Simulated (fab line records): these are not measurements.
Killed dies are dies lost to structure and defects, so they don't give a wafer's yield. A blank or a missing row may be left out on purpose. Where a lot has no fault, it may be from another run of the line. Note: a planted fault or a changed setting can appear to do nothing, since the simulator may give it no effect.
Which tool is to blame? ; flow sky130 ; 6 lots with 18 wafers sampled at 4 steps, on a route of 708 steps

== WHAT THE GAUGES SHOWED, per wafer ==
SKY_LDD_HVP_TW_MEAS_10.
lot;measured;on;LDD_HVP_TW
L326;day 22 19:25;film metro-03;459 461 461
L328;day 23 21:54;film metro-02;455 450 451
L331;day 24 22:32;film metro-04;453 449 448
L334;day 25 23:42;film metro-02;456 455 455
L340;day 27 21:05;film metro-04;430 431 433
L343;day 28 18:41;film metro-02;432 433 433

== TOOL THAT RAN EACH LOT (tool first, then ch and the chambers of the sampled wafers, then the start) ==
lot;SKY_NWELL_STRIP_14;SKY_POLY_GATE_ETCH_16;SKY_LDD_HVP_IMPLANT_08
L326;plasma asher-03 ch 0,1, day 5 11:38;rie diel-03 ch 1,2,3, day 17 14:10;implanter-03 ch 0, day 22 19:10
L328;plasma asher-01 ch 0, day 5 22:29;rie diel-02 ch 0,2,3, day 18 15:05;implanter-04 ch 0, day 23 21:40
L331;plasma asher-01 ch 0,1, day 6 21:11;rie diel-03 ch 0,3, day 19 18:26;implanter-03 ch 0, day 24 22:17
L334;plasma asher-02 ch 0,1, day 7 13:26;rie diel-04 ch 1,2,3, day 20 21:01;implanter-01 ch 0, day 25 23:28
L340;plasma asher-02 ch 0, day 8 20:53;rie diel-02 ch 2,3, day 22 18:47;implanter-03 ch 0, day 27 20:50
L343;plasma asher-01 ch 0,1, day 9 15:20;rie diel-04 ch 1,3, day 23 20:26;implanter-03 ch 0, day 28 18:26
- SKY_NWELL_STRIP_14: strips in O2/N2.
- SKY_POLY_GATE_ETCH_16: etches Si3N4 in CH3F/O2, stops on poly-Si, time 147.5 s, target depth 75 nm.
- SKY_LDD_HVP_IMPLANT_08

== THE ANSWER, worked out from the rows above alone ==
Rule: usual is defined by the lots themselves. Put in order of their means at a reading, lots are off if they are a third of the lots or fewer, leave a main group of 4 or more, and stand apart from it by a gap of 3 or more times the standard deviation of the main group's means; of several such gaps the widest counts. If all means in a main group match to the digits the tables above print for the reading, that group is not used. Also off: a lot with no number at a reading for which 4 or more lots have one. Any other lot the step has rows for is counted as sound.
Off: L340, L343, seen at SKY_LDD_HVP_TW_MEAS_10 (LDD_HVP_TW). The main group has a mean of 454 with a standard deviation of 3.9.
A tool fits if, at a process step before that reading, it ran every lot that is off, and no sound lot after the first of them. The gauges at SKY_LDD_HVP_TW_MEAS_10 are tried like those tools. One fits: SKY_LDD_HVP_IMPLANT_08 on implanter-03. A fault onset in the window from L331 (day 24 22:17, its last sound lot) to L340 (day 27 20:50, its first lot off) fits.

== WHAT THE SIMULATOR HAD INSERTED ==
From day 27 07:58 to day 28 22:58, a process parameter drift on implanter-03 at SKY_LDD_HVP_IMPLANT_08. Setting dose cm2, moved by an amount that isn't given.
Shown lots that were struck: L340, L343. This agrees with what the rule above found.
